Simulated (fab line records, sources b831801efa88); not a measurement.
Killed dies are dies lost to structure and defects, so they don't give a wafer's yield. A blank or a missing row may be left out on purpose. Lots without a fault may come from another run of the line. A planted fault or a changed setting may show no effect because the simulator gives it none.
Problem report in the 8D (eight disciplines) form, filled by code | flow gf180mcu | the parts of the form that need people (team, actions taken, sign-off) are left out

1. THE PROBLEM
MVPSD_RS at GF_VT_IMPLANT_RS_MEAS_49 reads a mean of 1200 ohm/sq on 3 wafers of 3 lots; wafers without a fault read 1169 ohm/sq with a standard deviation of 4.4. That is +7.1 standard deviations from the usual mean.
The step: measures by four-point-probe.
First seen on wafer L976.4, day 10 16:14, on film_metro-01. The record holds 39 wafers of 14 lots with a number at this step. Rule for "out", or "out of limits": more than 4 standard deviations from the usual mean. The other wafers with a number count as sound.

2. WHAT IT IS AND WHAT IT IS NOT
question                    | is                           | is not
which readings at this step | MVPSD_RS                     | -
which lots                  | L976, L977, L980             | L967, L968, L969, L970, L971, L972, L973, L974, L984, L987, L988
which wafers of those lots  | L976.4, L977.4, L980.1       | L976.3, L977.3, L980.6
read on which gauges        | film_metro-01, film_metro-04 | film_metro-02
when                        | from day 10 16:14            | up to then (25 sound wafers); but 11 sound wafers of L977, L980, L984, L987, L988 came after

3. SUSPECTS, AND WHAT RULES EACH OUT
Counting: a tool at a process step up to the reading stays a suspect if it ran every lot that is out. Sound lots after the first of them don't rule it out here, since some wafers of a struck lot are sound.
- the gauge at GF_VT_IMPLANT_RS_MEAS_49: ruled out. The wafers that are out were read on 2 gauges (film_metro-01, film_metro-04).
- implanter-02 at GF_MVPSD_IMPLANT_09: kept. It ran every lot that is out, first L976 (day 7 15:43); its last sound lot up to then is L972 (day 6 16:16).
Left after counting: implanter-02 at GF_MVPSD_IMPLANT_09.

4. THE CAUSE (what the simulator had put in)
Process parameter drift: implanter-02, from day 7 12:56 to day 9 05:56, at GF_MVPSD_IMPLANT_09. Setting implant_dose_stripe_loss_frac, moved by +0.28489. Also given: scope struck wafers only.
Counting left only this tool.

5. THE CHAIN OF EFFECTS, in route order
Each row: a reading whose mean over the struck wafers that have a number lies more than 3 standard deviations from the usual. Only readings for which the record gives a usual standard deviation are gone through. hours: the time from each lot's start at the first step in this table that gives one to its start at this step, as a median over the lots. sigmas: the change in usual standard deviations.
hours | step                     | reading  | usual       | on struck wafers | change | sigmas
0     | GF_VT_IMPLANT_RS_MEAS_49 | MVPSD_RS | 1169 ohm/sq | 1200             | +31    | +7.1
Later measuring or inspecting steps at which every struck wafer that the step has a row for has a number for every such reading, and none has moved that far: GF_POLY_GATE_THK_MEAS_01, GF_HV_LDD_CD_MEAS_19.

6. WHAT WOULD HAVE CAUGHT IT SOONER
In this record the first reading out of limits at a measuring or inspecting step was taken at day 10 16:14, 75 hours after the fault began at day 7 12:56.
Of the tool readings at GF_MVPSD_IMPLANT_09 for which the record gives a usual standard deviation, none was out on any struck wafer, so an alarm limit of 4 standard deviations on them would not have fired.
All the lots that are out (3) had begun GF_MVPSD_IMPLANT_09 on implanter-02 by day 10 16:14. A hold on the tool at that time would have spared none of them.
